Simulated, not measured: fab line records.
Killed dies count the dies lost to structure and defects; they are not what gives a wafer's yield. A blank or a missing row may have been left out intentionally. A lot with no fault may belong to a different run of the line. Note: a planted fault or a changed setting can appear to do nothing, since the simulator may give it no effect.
Which tool did it? + flow gf180mcu + 11 lots, 33 wafers sampled, at 5 steps of a route of 602

## WHAT EACH GAUGE READ, for each wafer
GF_V4_RS_MEAS_24: a four-point-probe measurement.
| lot  | measured     | on           | V4_W_RS (ohm/sq)  |
|------|--------------|--------------|-------------------|
| L910 | day 24 19:51 | filmMetro-02 | 0.326 0.317 0.328 |
| L914 | day 26 09:12 | filmMetro-01 | 0.319 0.314 0.329 |
| L919 | day 28 02:18 | filmMetro-01 | 0.296 0.313 0.297 |
| L920 | day 28 08:55 | filmMetro-01 | 0.301 0.318 0.314 |
| L921 | day 28 11:57 | filmMetro-01 | 0.326 0.324 0.332 |
| L923 | day 29 05:42 | filmMetro-02 | 0.323 0.328 0.326 |
| L924 | day 29 11:22 | filmMetro-03 | 0.325 0.321 0.325 |
| L927 | day 30 05:51 | filmMetro-03 | 0.318 0.320 0.324 |
| L929 | day 30 19:54 | filmMetro-03 | 0.326 0.318 0.317 |
| L931 | day 31 05:33 | filmMetro-02 | 0.313 0.325 0.310 |
| L932 | day 31 17:35 | filmMetro-02 | 0.320 0.325 0.323 |

## WHICH TOOL RAN EACH LOT (tool, then ch and the chambers of the sampled wafers, then the start)
| lot  | GF_M4_STRIP_17                      | GF_V4_ETCH_17                                | GF_V4_SPUTTER_21            | GF_V4_CVD_23                 |
|------|-------------------------------------|----------------------------------------------|-----------------------------|------------------------------|
| L910 | plasmaAsher-04 ch 0,1, day 23 19:04 | rieDiel-04 ch 0,1,3, day 24 19:38 or earlier | pvdSputter-03, day 24 19:38 | cvdW-02 ch 0,1, day 24 19:44 |
| L914 | plasmaAsher-03 ch 0,1, day 25 09:24 | rieDiel-03 ch 0,2,3, day 26 08:58 or earlier | pvdSputter-01, day 26 08:58 | cvdW-02 ch 0,1, day 26 09:04 |
| L919 | plasmaAsher-04 ch 0,1, day 27 04:12 | rieDiel-01 ch 0,1, day 28 02:04 or earlier   | pvdSputter-03, day 28 02:04 | cvdW-02 ch 0,1, day 28 02:10 |
| L920 | plasmaAsher-01 ch 0,1, day 27 10:38 | rieDiel-03 ch 0,3, day 28 08:41 or earlier   | pvdSputter-03, day 28 08:41 | cvdW-02 ch 0,1, day 28 08:47 |
| L921 | plasmaAsher-03 ch 0,1, day 27 13:53 | rieDiel-03 ch 0,1,2, day 28 11:44 or earlier | pvdSputter-01, day 28 11:44 | cvdW-01 ch 0,1, day 28 11:50 |
| L923 | plasmaAsher-01 ch 0,1, day 28 07:54 | rieDiel-04 ch 1,3, day 29 05:29 or earlier   | pvdSputter-03, day 29 05:29 | cvdW-01 ch 0,1, day 29 05:35 |
| L924 | plasmaAsher-03 ch 0,1, day 28 14:00 | rieDiel-03 ch 0,3, day 29 11:08 or earlier   | pvdSputter-01, day 29 11:08 | cvdW-01 ch 0,1, day 29 11:14 |
| L927 | plasmaAsher-03 ch 0,1, day 29 08:39 | rieDiel-04 ch 0,3, day 30 05:38 or earlier   | pvdSputter-03, day 30 05:38 | cvdW-01 ch 0,1, day 30 05:44 |
| L929 | plasmaAsher-04 ch 1, day 29 23:37   | rieDiel-03 ch 1,2, day 30 19:40 or earlier   | pvdSputter-03, day 30 19:40 | cvdW-01 ch 0,1, day 30 19:46 |
| L931 | plasmaAsher-04 ch 0,1, day 30 09:50 | rieDiel-03 ch 0,2,3, day 31 05:18 or earlier | pvdSputter-02, day 31 05:18 | cvdW-02 ch 0,1, day 31 05:26 |
| L932 | plasmaAsher-03 ch 0,1, day 30 21:24 | rieDiel-03 ch 1,2, day 31 17:22 or earlier   | pvdSputter-03, day 31 17:22 | cvdW-01 ch 0,1, day 31 17:28 |
- GF_M4_STRIP_17: strips in O2/N2.
- GF_V4_ETCH_17: etches SiO2 in C4F8/O2/Ar, stops on TiN, target depth 630 nm.
- GF_V4_SPUTTER_21: material Ti, target thk 15 nm, time 80.02 s.
- GF_V4_CVD_23: deposits W, target thk 350 nm, time 104.9 s.

## THE ANSWER, worked out from the rows above alone
Rule: usual is defined by the lots themselves. The widest of any qualifying gaps counts: lots, ordered by their means at a reading, are off when they make up no more than a third of the lots, leave a main group of 4 or more, and stand apart from it by 3 or more times the standard deviation of that group's means. A main group is skipped when, at the precision printed for the reading in the tables above, its means are all equal. Also off: a lot with no number at a reading for which 4 or more lots have one. The other lots that the step has rows for count as sound.
No lot is off on any of the readings shown, so nothing can be concluded from this.

## WHAT THE SIMULATOR HAD INSERTED
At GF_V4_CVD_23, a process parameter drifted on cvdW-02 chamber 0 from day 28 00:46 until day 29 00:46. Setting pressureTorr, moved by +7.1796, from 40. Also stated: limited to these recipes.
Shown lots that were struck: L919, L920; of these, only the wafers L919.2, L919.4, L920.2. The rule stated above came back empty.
